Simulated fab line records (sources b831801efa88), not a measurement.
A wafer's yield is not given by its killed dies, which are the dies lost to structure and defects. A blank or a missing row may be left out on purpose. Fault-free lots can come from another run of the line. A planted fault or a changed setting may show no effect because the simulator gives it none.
Which of the tools did it? | flow sky130 | 12 lots with 36 wafers sampled at 5 steps, on a route of 708 steps

WHAT THE GAUGES READ, wafer by wafer
SKY_LOCAL_INTERCONNECT_RS_MEAS_01: uses a four-point probe to measure. Usual: LOCAL_INTERCONNECT_TIN_RS typically reads 14.11 ohm/sq, with standard deviation 0.13.
lot  | measured     | on            | LOCAL_INTERCONNECT_TIN_RS (ohm/sq) | flag
L858 | day 29 11:46 | film_metro-03 | 14.01 14.05 13.88                  |
L859 | day 29 20:29 | film_metro-03 | 14.12 14.24 14.31                  |
L867 | day 32 15:57 | film_metro-01 | 14.30 14.32 14.19                  |
L868 | day 32 23:37 | film_metro-02 | 14.09 14.12 14.18                  |
L872 | day 34 23:43 | film_metro-02 | 14.09 14.20 14.03                  |
L873 | day 35 03:11 | film_metro-03 | 14.21 14.11 14.23                  |
L871 | day 35 06:04 | film_metro-01 | 14.17 14.16 14.11                  |
L875 | day 35 10:23 | film_metro-02 | 14.09 14.13 14.10                  |
L876 | day 36 04:28 | film_metro-03 | 14.24 14.21 14.24                  |
L877 | day 36 14:22 | film_metro-01 | 14.23 14.25 14.26                  |
L879 | day 36 15:40 | film_metro-03 | 14.27 14.36 14.29                  |
L878 | day 36 20:17 | film_metro-01 | 14.16 14.17 14.13                  |

SKY_CONTACT_THK_MEAS_01. Usual: CONTACT_CVD_00_THK typically reads 75.3 nm, with standard deviation 0.95.
lot  | measured     | on            | CONTACT_CVD_00_THK (nm)             | flag
L858 | day 30 17:34 | film_metro-03 | 150.8 149.6 152.5 150.8 149.6 152.6 | OFF
L859 | day 31 01:41 | film_metro-03 | 74.5 73.9 74.4                      |
L867 | day 33 19:13 | film_metro-01 | 73.7 75.2 75.5                      |
L868 | day 34 03:10 | film_metro-04 | 147.2 149.8 150.1 147.3 149.7 150.0 | OFF
L872 | day 36 02:39 | film_metro-03 | 73.5 76.5 74.5                      |
L873 | day 36 05:58 | film_metro-04 | 74.8 75.7 75.2                      |
L871 | day 36 09:04 | film_metro-04 | 74.0 75.4 74.8                      |
L875 | day 36 12:38 | film_metro-03 | 74.9 75.6 76.6                      |
L876 | day 37 07:15 | film_metro-04 | 75.7 75.6 75.9                      |
L877 | day 37 18:37 | film_metro-01 | 75.2 76.2 76.8                      |
L879 | day 37 18:43 | film_metro-03 | 74.2 76.1 76.3                      |
L878 | day 37 23:04 | film_metro-01 | 73.7 74.5 74.4                      |

SKY_CONTACT_CD_MEAS_14 targets a cd of 170 nm. Usual: cd_nm 169.9 nm, standard deviation 1.3.
lot  | measured     | on        | cd_nm (nm)        | flag
L859 | day 32 06:48 | cd_sem-02 | 169.8 170.3 170.0 |
L867 | day 34 22:41 | cd_sem-02 | 169.5 169.7 167.8 |
L872 | day 37 04:20 | cd_sem-02 | 169.9 171.6 169.5 |
L873 | day 37 08:14 | cd_sem-02 | 167.8 169.4 169.7 |
L871 | day 37 11:49 | cd_sem-01 | 169.5 169.4 170.4 |
L875 | day 37 15:03 | cd_sem-01 | 168.8 167.0 167.8 |
L876 | day 38 09:05 | cd_sem-01 | 168.4 168.8 168.4 |
L877 | day 38 20:14 | cd_sem-02 | 167.9 169.1 167.8 |
L879 | day 38 20:23 | cd_sem-02 | 171.5 173.2 172.1 |
L878 | day 39 01:02 | cd_sem-02 | 170.6 169.2 169.0 |

WHAT TOOL EACH LOT RAN ON (gives the tool, then ch and the chambers of the sampled wafers, and finally the start)
lot  | SKY_LOCAL_INTERCONNECT_METAL_ETCH_14 | SKY_CONTACT_CVD_00
L858 | rie_metal-01 ch 1, day 30 16:38      | pecvd-04 ch 0,1,2, day 30 17:00
L859 | rie_metal-04 ch 0,1, day 31 00:57    | pecvd-02 ch 0,1,2, day 31 01:38
L867 | rie_metal-02 ch 1, day 33 18:28      | pecvd-03 ch 0,1, day 33 19:10
L868 | rie_metal-04 ch 0,1, day 34 02:15    | pecvd-03 ch 1, day 34 02:54
L872 | rie_metal-04 ch 0,1, day 36 01:58    | pecvd-04 ch 0, day 36 02:36
L873 | rie_metal-04 ch 0,1, day 36 05:12    | pecvd-02 ch 2, day 36 05:52
L871 | rie_metal-04 ch 0,1, day 36 08:21    | pecvd-04 ch 0,2, day 36 09:01
L875 | rie_metal-04 ch 0,1, day 36 11:57    | pecvd-02 ch 0,1, day 36 12:35
L876 | rie_metal-01 ch 0,1, day 37 06:32    | pecvd-02 ch 0,1,2, day 37 07:13
L877 | rie_metal-04 ch 0,1, day 37 16:41    | pecvd-02 ch 0,2, day 37 18:35
L879 | rie_metal-01 ch 0,1, day 37 17:41    | pecvd-03 ch 0,2, day 37 18:39
L878 | rie_metal-01 ch 0,1, day 37 22:22    | pecvd-03 ch 0,1,2, day 37 23:02
- SKY_LOCAL_INTERCONNECT_METAL_ETCH_14: etches TiN in Cl2/BCl3, stops on PSG, target depth 110 nm, time 31.4 s.
- SKY_CONTACT_CVD_00: deposits Si3N4, target thk 75 nm.

AS READ BY THE TOOLS THEMSELVES (means over the sampled wafers that have a number; for cases with no such wafer, the mark the record gives instead)
SKY_LOCAL_INTERCONNECT_METAL_ETCH_14. Usual: chamber_pressure_mTorr 10.000 mTorr, standard deviation 0.0094; drypump_motor_current_A 5.5 A, standard deviation 0.3; he_backside_leak_sccm 3.33 sccm, standard deviation 0.24; oes_product_au 0.942 a.u., standard deviation 0.0063; throttle_valve_pct 21.900 %, standard deviation 0.0087.
lot  | tool         | chamber_pressure_mTorr (mTorr) | drypump_motor_current_A (A) | he_backside_leak_sccm (sccm) | oes_product_au (a.u.) | throttle_valve_pct (%) | flag
L858 | rie_metal-01 | 10.002                         | 5.8                         | 3.60                         | 0.946                 | 21.891                 |
L859 | rie_metal-04 | 9.997                          | 5.5                         | 3.38                         | 0.940                 | 21.908                 |
L867 | rie_metal-02 | 10.005                         | 5.2                         | 3.30                         | 0.935                 | 21.897                 |
L868 | rie_metal-04 | 9.990                          | 5.4                         | 3.17                         | 0.943                 | 21.897                 |
L872 | rie_metal-04 | 9.995                          | 5.6                         | 3.38                         | 0.944                 | 21.899                 |
L873 | rie_metal-04 | 10.004                         | 5.4                         | 3.34                         | 0.938                 | 21.898                 |
L871 | rie_metal-04 | 9.990                          | 5.4                         | 3.48                         | 0.938                 | 21.907                 |
L875 | rie_metal-04 | 10.000                         | 5.5                         | 3.45                         | 0.941                 | 21.899                 |
L876 | rie_metal-01 | 10.010                         | 5.4                         | 3.17                         | 0.936                 | 21.905                 |
L877 | rie_metal-04 | 10.000                         | 5.3                         | 3.18                         | 0.936                 | 21.901                 |
L879 | rie_metal-01 | 9.994                          | 5.4                         | 3.25                         | 0.935                 | 21.901                 |
L878 | rie_metal-01 | 10.008                         | 5.4                         | 3.32                         | 0.942                 | 21.903                 |

SKY_CONTACT_CVD_00. Usual: heater_power_outer_w 422 W, standard deviation 67; heater_power_w 734 W, standard deviation 110; susceptor_temp_C 399.99 C, standard deviation 0.21.
lot  | tool     | heater_power_outer_w (W) | heater_power_w (W) | susceptor_temp_C (C) | flag
L858 | pecvd-04 | 384                      | 692                | 400.11               |
L859 | pecvd-02 | 460                      | 797                | 400.02               |
L867 | pecvd-03 | 360                      | 611                | 400.16               |
L868 | pecvd-03 | 398                      | 688                | 399.98               |
L872 | pecvd-04 | 341                      | 683                | 399.98               |
L873 | pecvd-02 | 442                      | 780                | 399.79               |
L871 | pecvd-04 | 389                      | 714                | 399.86               |
L875 | pecvd-02 | 424                      | 758                | 399.85               |
L876 | pecvd-02 | 498                      | 853                | 400.06               |
L877 | pecvd-02 | 507                      | 879                | 399.98               |
L879 | pecvd-03 | 390                      | 664                | 399.97               |
L878 | pecvd-03 | 393                      | 668                | 399.93               |

THE ANSWER, worked out from the rows above alone
Rule: a lot counts as off when the mean over its wafers that have a number is more than 3 standard deviations away from the usual mean. Also off: a lot with no number at a reading for which 4 or more lots have one. Where the step has rows for the other lots, those lots are counted as sound. After the gauges, taken in route order, come the tools' own readings; for these a lot's mean is taken, as printed above. The first step at which some lot is off is used, and at that step the reading that is off furthest; a lot without a number counts as furthest.
Off: L858, L868, seen at SKY_CONTACT_THK_MEAS_01 (CONTACT_CVD_00_THK).
If a tool, at a process step before that reading, ran all the lots that are off and no sound lot after the first of them, it fits. The gauges at SKY_CONTACT_THK_MEAS_01 are tried like those tools. Not one of the candidates tried fits.

WHAT THE SIMULATOR HAD INSERTED
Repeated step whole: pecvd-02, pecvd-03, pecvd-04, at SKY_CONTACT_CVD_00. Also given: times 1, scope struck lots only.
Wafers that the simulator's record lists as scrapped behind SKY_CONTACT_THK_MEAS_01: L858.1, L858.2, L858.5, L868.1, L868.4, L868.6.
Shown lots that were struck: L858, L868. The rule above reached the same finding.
